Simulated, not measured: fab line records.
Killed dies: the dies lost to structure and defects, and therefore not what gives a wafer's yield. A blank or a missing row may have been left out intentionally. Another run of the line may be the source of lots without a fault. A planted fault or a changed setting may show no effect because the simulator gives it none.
fab line records	flow gf180mcu
[record] lots = 13	wafers = 39	lastDay = 34
route steps=602 shown LVPWELL@63 M1@330 V1@357 M2@363
lots untouched by any fault: they come from a run of this same line in which no faults occurred
startH: hours from the record's opening day to when the first of the lot's shown wafers began	waitH: time in hours since the lot's previous step	" unchanged from the row above	L1.1+2: a single row standing in for several wafers	- no value, or no start was given	* or withheld: withheld	< > ~ a bound
route shown NAME@n: NAME is a module with steps in the file, n the number in the route of the first one	usual: the fault-free wafers' mean and standard deviation	same: alike in all rows	chamber/n: place in a boat	sites: per-site readings	_std_site: the standard deviation of these	_edge_site: mean of outer sites minus mean of inner sites	radiusMm: how far each site lies from the wafer's centre	mask NAME#n: copy n	behind: the tool/chamber that last shaped the wafer	hold: the reason the lot was held/the length of the hold in hours/how it ended	device: transistor that didn't switch, given as n, p or np	end of line: tests run on the same wafers once the route is complete	where a step has no rows: the recipe by itself	killed: at the first sort, the dies lost to defects and structure; wafer yield is something else	map: a wafer's dies, marking killed ones x, the rest . and places with no die _
set.NAME: the setting that was run; set.NAME@STEP: the one run at that earlier step	model.NAME: the simulator's own value behind a step, which no gauge read
one table for each step of the route and one row for each wafer, over a sample of lots
services: a tool's chamber out of use, with start hour (startH, from the record's first day; less than 0 if before it), hours out, and reason
[[steps]]
[step GF_LVPWELL_IMPLANT_09]
[recipe] species = B	energyKev = 60	doseCm2 = 5e+12	tiltDeg = 0
[usual] doseIonsCm2 = 5e+12/5.2e+09	faradayCurrentUA = 28.3/0.53
lot.wafer	tool	chamber	startH	waitH	doseIonsCm2	faradayCurrentUA
L237.1	implanter-01	0	68.22	0.1	5.003e+12	28.4
L237.4	"	0	"	"	4.994e+12	28.5
L237.6	"	0	"	"	4.996e+12	28.2
L239.2	implanter-01	0	78.91	0.1	4.996e+12	27.6
L239.4	"	0	"	"	4.996e+12	27.6
L239.6	"	0	"	"	4.995e+12	27.6
L240.2	implanter-01	0	84.34	0.1	5e+12	28.1
L240.4	"	0	"	"	5.003e+12	28.4
L240.5	"	0	"	"	4.998e+12	27.6
L241.2	implanter-03	0	89.38	0.1	5.002e+12	28.6
L241.3	"	0	"	"	4.997e+12	28.7
L241.4	"	0	"	"	5.003e+12	28.5
L245.1	implanter-01	0	117.88	0.1	5.002e+12	27.6
L245.2	"	0	"	"	5.006e+12	27.7
L245.6	"	0	"	"	5.006e+12	28.2
L249.1	implanter-01	0	144.52	0.1	4.289e+12	24.6
L249.3	"	0	"	"	4.283e+12	25.1
L249.6	"	0	"	"	4.292e+12	23.8
L250.1	implanter-01	0	147.82	0.1	4.274e+12	24.9
L250.2	"	0	"	"	4.283e+12	23.5
L250.4	"	0	"	"	4.288e+12	24.6
L251.2	implanter-02	0	148.19	0.1	5.003e+12	28.2
L251.3	"	0	"	"	5.004e+12	28.6
L251.6	"	0	"	"	4.994e+12	28.3
L255.1	implanter-03	0	170.77	0.1	4.999e+12	27.6
L255.3	"	0	"	"	4.998e+12	28.4
L255.4	"	0	"	"	5.001e+12	27.9
L256.1	implanter-03	0	175.21	0.1	5.005e+12	28.5
L256.2	"	0	"	"	4.996e+12	27.7
L256.6	"	0	"	"	4.992e+12	28.6
L258.2	implanter-02	0	187.84	0.1	4.994e+12	28.7
L258.3	"	0	"	"	4.995e+12	29.2
L258.5	"	0	"	"	4.994e+12	27.9
L259.1	implanter-03	0	194.03	0.1	4.996e+12	28.3
L259.3	"	0	"	"	4.996e+12	28.4
L259.4	"	0	"	"	4.988e+12	28.1
L260.2	implanter-03	0	197.26	0.1	4.999e+12	29.1
L260.4	"	0	"	"	5.003e+12	29.1
L260.6	"	0	"	"	4.999e+12	28.6
[step GF_VT_IMPLANT_RS_MEAS_48]
[recipe] thkMeasGauge = four-point-probe
[usual] LVPWELL_RS = 1197/3.2
lot.wafer	tool	chamber	startH	waitH	LVPWELL_RS[ohm/sq]
L237.1	filmMetro-03	-	154.13	0.1	1198
L237.4	"	-	"	"	1197
L237.6	"	-	"	"	1198
L239.2	filmMetro-04	-	168.05	0.1	1193
L239.4	"	-	"	"	1193
L239.6	"	-	"	"	1194
L240.2	filmMetro-04	-	175.50	0.1	1198
L240.4	"	-	"	"	1199
L240.5	"	-	"	"	1197
L241.2	filmMetro-04	-	179.79	0.1	1198
L241.3	"	-	"	"	1196
L241.4	"	-	"	"	1197
L245.1	filmMetro-03	-	216.13	0.1	1202
L245.2	"	-	"	"	1197
L245.6	"	-	"	"	1200
L249.1	filmMetro-03	-	248.33	0.1	1229
L249.3	"	-	"	"	1233
L249.6	"	-	"	"	1230
L250.1	filmMetro-01	-	252.83	0.1	1231
L250.2	"	-	"	"	1231
L250.4	"	-	"	"	1230
L251.2	filmMetro-04	-	253.28	0.1	1195
L251.3	"	-	"	"	1200
L251.6	"	-	"	"	1195
L255.1	filmMetro-01	-	279.48	0.1	1195
L255.3	"	-	"	"	1194
L255.4	"	-	"	"	1193
L256.1	filmMetro-03	-	285.08	0.1	1200
L256.2	"	-	"	"	1204
L256.6	"	-	"	"	1203
L258.2	filmMetro-03	-	298.38	0.1	1202
L258.3	"	-	"	"	1203
L258.5	"	-	"	"	1202
L259.1	filmMetro-01	-	305.89	0.1	1192
L259.3	"	-	"	"	1194
L259.4	"	-	"	"	1196
L260.2	filmMetro-04	-	312.00	0.1	1194
L260.4	"	-	"	"	1189
L260.6	"	-	"	"	1191
[step GF_M1_OVL_MEAS_15]
[usual] M1_OVL = 4/4.6
lot.wafer	tool	chamber	startH	waitH	M1_OVL[nm]
L237.1	overlay-02	-	379.21	0.1	-1
L237.4	"	-	"	"	4
L237.6	"	-	"	"	7
L239.2	overlay-02	-	399.77	0.1	2
L239.4	"	-	"	"	-4
L239.6	"	-	"	"	0
L240.2	overlay-01	-	409.02	0.1	-1
L240.4	"	-	"	"	1
L240.5	"	-	"	"	5
L241.2	overlay-01	-	416.37	0.1	0
L241.3	"	-	"	"	7
L241.4	"	-	"	"	4
L245.1	overlay-02	-	465.56	0.1	-3
L245.2	"	-	"	"	4
L245.6	"	-	"	"	-1
L249.1	overlay-02	-	503.71	0.1	-1
L249.3	"	-	"	"	0
L249.6	"	-	"	"	5
L251.2	overlay-02	-	509.15	0.1	1
L251.3	"	-	"	"	4
L251.6	"	-	"	"	-1
L250.1	overlay-01	-	511.61	0.1	2
L250.2	"	-	"	"	3
L250.4	"	-	"	"	10
L255.1	overlay-01	-	543.56	0.1	0
L255.3	"	-	"	"	2
L255.4	"	-	"	"	1
L256.1	overlay-02	-	550.61	0.1	4
L256.2	"	-	"	"	2
L256.6	"	-	"	"	3
L258.2	overlay-01	-	564.70	0.1	14
L258.3	"	-	"	"	10
L258.5	"	-	"	"	15
L259.1	overlay-01	-	571.06	0.1	-2
L259.3	"	-	"	"	1
L259.4	"	-	"	"	-3
L260.2	overlay-01	-	580.62	0.1	5
L260.4	"	-	"	"	-2
L260.6	"	-	"	"	7
[step GF_V1_SPUTTER_22]
[recipe] material = TiN	targetThkNm = 10	chamberPressurePa = 5	powerW = 4000	timeS = 40
[usual] cathodeDcPowerW = 4000.0/0.8	throttleValvePct = 30.0/0.94
lot.wafer	tool	chamber	startH	waitH	cathodeDcPowerW	throttleValvePct
L237.1	pvdSputter-01	-	404.25	0.0	4001.0	31.0
L237.4	"	-	"	"	3999.6	29.7
L237.6	"	-	"	"	4000.3	29.3
L239.2	pvdSputter-04	-	425.38	0.0	4000.0	30.7
L239.4	"	-	"	"	3998.5	28.8
L239.6	"	-	"	"	4002.0	30.8
L240.2	pvdSputter-02	-	435.38	0.0	4000.1	29.5
L240.4	"	-	"	"	4001.2	29.3
L240.5	"	-	"	"	4000.9	29.4
L241.2	pvdSputter-04	-	442.40	0.0	4001.3	28.8
L241.3	"	-	"	"	3998.8	30.8
L241.4	"	-	"	"	3999.9	30.7
L245.1	pvdSputter-04	-	490.31	0.0	3999.1	28.7
L245.2	"	-	"	"	4000.1	30.9
L245.6	"	-	"	"	4000.1	30.6
L249.1	pvdSputter-01	-	529.63	0.0	4001.0	31.3
L249.3	"	-	"	"	4000.2	29.5
L249.6	"	-	"	"	4000.1	29.7
L251.2	pvdSputter-01	-	534.60	0.0	3999.5	29.8
L251.3	"	-	"	"	4000.7	28.9
L251.6	"	-	"	"	4000.2	29.2
L250.1	pvdSputter-04	-	537.57	0.0	4001.1	31.1
L250.2	"	-	"	"	3999.7	31.1
L250.4	"	-	"	"	3999.3	28.4
L255.1	pvdSputter-04	-	568.36	0.0	3999.5	31.0
L255.3	"	-	"	"	3999.3	31.0
L255.4	"	-	"	"	3999.5	31.1
L256.1	pvdSputter-04	-	575.63	0.0	3999.4	30.9
L256.2	"	-	"	"	4000.3	31.0
L256.6	"	-	"	"	3999.0	31.0
L258.2	pvdSputter-04	-	587.57	0.0	3999.7	30.9
L258.3	"	-	"	"	4000.1	31.3
L258.5	"	-	"	"	4000.4	30.6
L259.1	pvdSputter-02	-	596.83	0.0	3999.9	29.5
L259.3	"	-	"	"	4001.9	29.3
L259.4	"	-	"	"	4000.1	28.6
L260.2	pvdSputter-04	-	604.57	0.0	3999.0	31.2
L260.4	"	-	"	"	4000.2	31.0
L260.6	"	-	"	"	3999.5	30.9
[step GF_M2_SPUTTER_01]
[recipe] material = TiN	targetThkNm = 30	powerW = 6500	timeS = 25	chamberPressurePa = 0.4
[usual] cathodeDcPowerW = 6500.1/1.2	throttleValvePct = 30.0/0.77
lot.wafer	tool	chamber	startH	waitH	cathodeDcPowerW	throttleValvePct
L237.1	pvdSputter-02	-	404.99	0.1	6498.6	29.5
L237.4	"	-	"	"	6499.5	29.8
L237.6	"	-	"	"	6500.0	29.6
L239.2	pvdSputter-01	-	426.35	0.1	6500.4	28.8
L239.4	"	-	"	"	6498.9	29.7
L239.6	"	-	"	"	6499.6	29.6
L240.2	pvdSputter-03	-	436.11	0.1	6499.7	30.2
L240.4	"	-	"	"	6501.9	29.4
L240.5	"	-	"	"	6497.6	30.1
L241.2	pvdSputter-01	-	443.13	0.1	6497.9	31.5
L241.3	"	-	"	"	6500.6	29.7
L241.4	"	-	"	"	6500.2	29.4
L245.1	pvdSputter-02	-	491.04	0.1	6499.1	29.3
L245.2	"	-	"	"	6498.6	29.6
L245.6	"	-	"	"	6501.0	29.6
L249.1	pvdSputter-03	-	530.37	0.1	6502.1	29.7
L249.3	"	-	"	"	6499.7	30.1
L249.6	"	-	"	"	6499.4	30.1
L251.2	pvdSputter-01	-	535.65	0.1	6501.8	29.6
L251.3	"	-	"	"	6502.0	29.3
L251.6	"	-	"	"	6500.0	29.0
L250.1	pvdSputter-03	-	538.30	0.1	6500.7	29.9
L250.2	"	-	"	"	6500.2	31.1
L250.4	"	-	"	"	6500.3	30.3
L255.1	pvdSputter-03	-	569.09	0.1	6501.2	30.3
L255.3	"	-	"	"	6500.0	30.0
L255.4	"	-	"	"	6498.8	30.9
L256.1	pvdSputter-01	-	576.95	0.1	6501.0	29.7
L256.2	"	-	"	"	6499.6	29.2
L256.6	"	-	"	"	6500.3	29.9
L258.2	pvdSputter-03	-	588.30	0.1	6500.1	30.2
L258.3	"	-	"	"	6499.4	31.1
L258.5	"	-	"	"	6501.4	31.0
L259.1	pvdSputter-03	-	597.56	0.1	6500.3	31.1
L259.3	"	-	"	"	6500.9	29.7
L259.4	"	-	"	"	6501.4	30.0
L260.2	pvdSputter-01	-	605.30	0.1	6499.9	29.0
L260.4	"	-	"	"	6496.8	29.4
L260.6	"	-	"	"	6496.7	29.1
[[services]]
tool	chamber	startH	hours	kind
pvdSputter-03	-	46.78	2.0	repair
pvdSputter-04	-	53.41	1.2	repair
implanter-01	-	79.85	2.8	repair
implanter-01	-	88.46	4.7	pm
pvdSputter-03	-	113.85	4.8	repair
implanter-01	-	136.40	3.3	repair
pvdSputter-04	-	152.50	1.1	repair
implanter-01	-	159.61	1.4	repair
pvdSputter-04	-	225.84	1.9	repair
pvdSputter-01	-	269.49	8.7	repair
implanter-01	-	275.31	2.3	repair
implanter-01	-	292.39	1.6	repair
implanter-01	-	312.99	3.8	pm
implanter-01	-	319.63	0.8	repair
implanter-01	-	327.26	3.7	repair
implanter-01	-	327.54	3.0	repair
implanter-01	-	353.87	2.3	repair
pvdSputter-04	-	354.02	1.0	repair
implanter-01	-	379.96	5.5	repair
pvdSputter-03	-	429.80	2.0	repair
pvdSputter-01	-	476.02	20.7	repair
pvdSputter-01	-	511.26	1.5	repair
pvdSputter-04	-	515.99	0.7	repair
pvdSputter-04	-	601.19	1.1	repair
[[key]]
[firstSign] step = GF_LVPWELL_IMPLANT_09	reading = doseIonsCm2	direction = down	sigmas = 99+	usual = 5e+12	struck = 4.285e+12
[effect] step = GF_LVPWELL_IMPLANT_09	reading = faradayCurrentUA	direction = down	sigmas = 7.3	usual = 28.3	struck = 24.4
[effect] step = GF_VT_IMPLANT_RS_MEAS_48	reading = LVPWELL_RS	direction = up	sigmas = 10	usual = 1197	struck = 1231
metAt GF_LVPWELL_IMPLANT_09
struckLots L249,L250
testerLeftOut L249,L250
notActingAt GF_M1_OVL_MEAS_15,GF_V1_SPUTTER_22,GF_M2_SPUTTER_01
onsetBetween 117.88 144.52
[fault] kind = processParameterDrift	tool = implanter-01	chamber = -	onsetH = 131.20	steps = GF_LVPWELL_IMPLANT_09	channel = doseCm2	offset = -7.1732e+11	shape = step	endH = 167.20	actsIn = theseRecipesOnly	stated = 5e+12
// testerLeftOut: of these lots the tester's yield and bins aren't shown, on N5 and GAA mostly nor the transistor test; their killed dies are dies lost to structure and defects alone, not to doping, threshold or leakage, so they don't give the yield
